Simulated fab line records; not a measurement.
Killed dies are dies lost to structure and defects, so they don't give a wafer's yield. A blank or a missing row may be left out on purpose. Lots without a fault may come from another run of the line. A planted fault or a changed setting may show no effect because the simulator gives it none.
A struck lot beside a sound one ; flow gf180mcu ; 26 out of 602 route steps
Sound: these wafers, L564.1, L564.5, L564.6. Struck: wafer L576.6 (left out: L576.3, L576.5 of the same lot, which were not struck); the cause appears at the end.
For every step that has rows: the tool of each side, followed by ch and its chambers, followed by its first start. Under that, the readings that differ: sound wafers ; struck wafers ; difference of the means ; sigmas: that difference in standard deviations of wafers without a fault.
alike: words and numbers the same on both sides, and readings whose means are apart by under 2 such deviations; not compared: readings that were withheld, readings missing a value for some wafer, numbers with overlapping values and no deviation given by the record, and bounds like >300 which may hide the same value.
The two part at a step that has a row with sigmas, a row that says differs or no value, or rows on one side only. When numbers do not overlap yet have no deviation, they are printed without sigmas and do not part them. Lack of a reading on every wafer of one side parts them only where that side has two or more wafers.

first, 6 steps without rows for these wafers: GF_TOP_METAL_HMDS_08 (prime time 60 s); GF_TOP_METAL_COAT_09 (resist thk 1500 nm); GF_TOP_METAL_SOFTBAKE_10 (time 60 s); GF_TOP_METAL_EXPOSE_11 (exposes mask MetalTop, target cd 440 nm); GF_TOP_METAL_PEB_12; GF_TOP_METAL_DEVELOP_13 (develop time 60 s).
GF_TOP_METAL_CD_MEAS_14 targets a cd of 440 nm.
  sound: cd-sem-01 at day 28 06:18; struck: cd-sem-01 at day 31 21:05
reading;sound;struck;difference;sigmas
cd-nm (nm);438.6 437.9 437.2;441.5;+3.6;+2
GF_TOP_METAL_OVL_MEAS_15:
  sound: overlay-02 at day 28 06:25; struck: overlay-02 at day 31 21:11
  alike: TOP_METAL_OVL
GF_TOP_METAL_METAL_ETCH_16: etches the open film in Cl2/BCl3, stops on SiO2, target depth 1077.5 nm, time 179.6 s.
  sound on rie-metal-04 ch 0,1, day 28 06:27; struck on rie-metal-01 ch 1, day 31 21:16
  alike: drypump-motor-current-A, he-backside-leak-sccm, oes-product-au, throttle-valve-pct
  not compared: rf-hours-counter-h
GF_TOP_METAL_STRIP_17: strips in O2/N2.
  sound on plasma-asher-02 ch 0,1, day 28 06:38; struck on plasma-asher-02 ch 1, day 31 21:25
  alike: drypump-motor-current-A, heater-power-w, oes-product-au, strip-time-to-endpoint-s
  not compared: rf-hours-counter-h
then, 2 steps without rows for these wafers: GF_TOP_METAL_STRIP_18 (strips in post etch residue remover, time 1200 s); GF_TOP_METAL_CLEAN_19 (cleans in DIW).
GF_PASSIVATION_CVD_00: deposits SiO2 from TEOS, target thk 1000 nm, time 111.95 s.
  sound on pecvd-04 ch 1,2, day 28 07:10; struck on pecvd-03 ch 0, day 31 21:57
  alike: heater-power-w
  not compared: since-wet-clean-h
GF_PASSIVATION_THK_MEAS_01:
  sound: film-metro-01 at day 28 07:14; struck: film-metro-01 at day 31 22:03
reading;sound;struck;difference;sigmas
PASSIVATION_CVD_00_THK (nm);971 997 989;906;-80;-6
GF_PASSIVATION_CVD_02: deposits Si3N4, target thk 700 nm, time 486.18 s.
  sound on pecvd-03 ch 0,2, day 28 07:18; struck on pecvd-04 ch 2, day 31 22:05
  alike: heater-power-w
  not compared: since-wet-clean-h
GF_PASSIVATION_THK_MEAS_03:
  sound: film-metro-02 at day 28 07:35; struck: film-metro-01 at day 31 22:24
  alike: PASSIVATION_CVD_02_THK
then, 7 steps without rows for these wafers: GF_PASSIVATION_DEHYDRATE_04 (time 60 s); GF_PASSIVATION_HMDS_05 (prime time 60 s); GF_PASSIVATION_COAT_06 (resist thk 4000 nm); GF_PASSIVATION_SOFTBAKE_07; GF_PASSIVATION_EXPOSE_08 (exposes mask Pad, target cd 40000 nm); GF_PASSIVATION_PEB_09; GF_PASSIVATION_DEVELOP_10 (develop time 60 s).
GF_PASSIVATION_ETCH_11: etches the open film in CF4/O2, stops on TiN, target depth 1800 nm, time 400 s.
  sound on rie-diel-01 ch 0,3, day 29 02:55; struck on rie-diel-01 ch 3, day 32 14:55
reading;sound;struck;difference;sigmas
oes-product-au (a.u.);0.956 0.963 0.969;0.934;-0.029;-4
throttle-valve-pct (%);5.961 5.976 5.970;5.944;-0.025;-3
  alike: drypump-motor-current-A
  not compared: rf-hours-counter-h
GF_PASSIVATION_STRIP_12: strips in O2/N2.
  sound on plasma-asher-02 ch 0,1, day 29 03:09; struck on plasma-asher-01 ch 0, day 32 15:11
  alike: drypump-motor-current-A, heater-power-w, oes-product-au, strip-time-to-endpoint-s
  not compared: rf-hours-counter-h
next, for these wafers, 1 step has no rows: GF_PASSIVATION_PROBE_99.

== WHERE THEY PART ==
At GF_TOP_METAL_CD_MEAS_14 first; at GF_PASSIVATION_ETCH_11 last (within this record only). Later steps at which nothing parts them and some readings are alike: GF_PASSIVATION_STRIP_12.

WHY: what the simulator had put in
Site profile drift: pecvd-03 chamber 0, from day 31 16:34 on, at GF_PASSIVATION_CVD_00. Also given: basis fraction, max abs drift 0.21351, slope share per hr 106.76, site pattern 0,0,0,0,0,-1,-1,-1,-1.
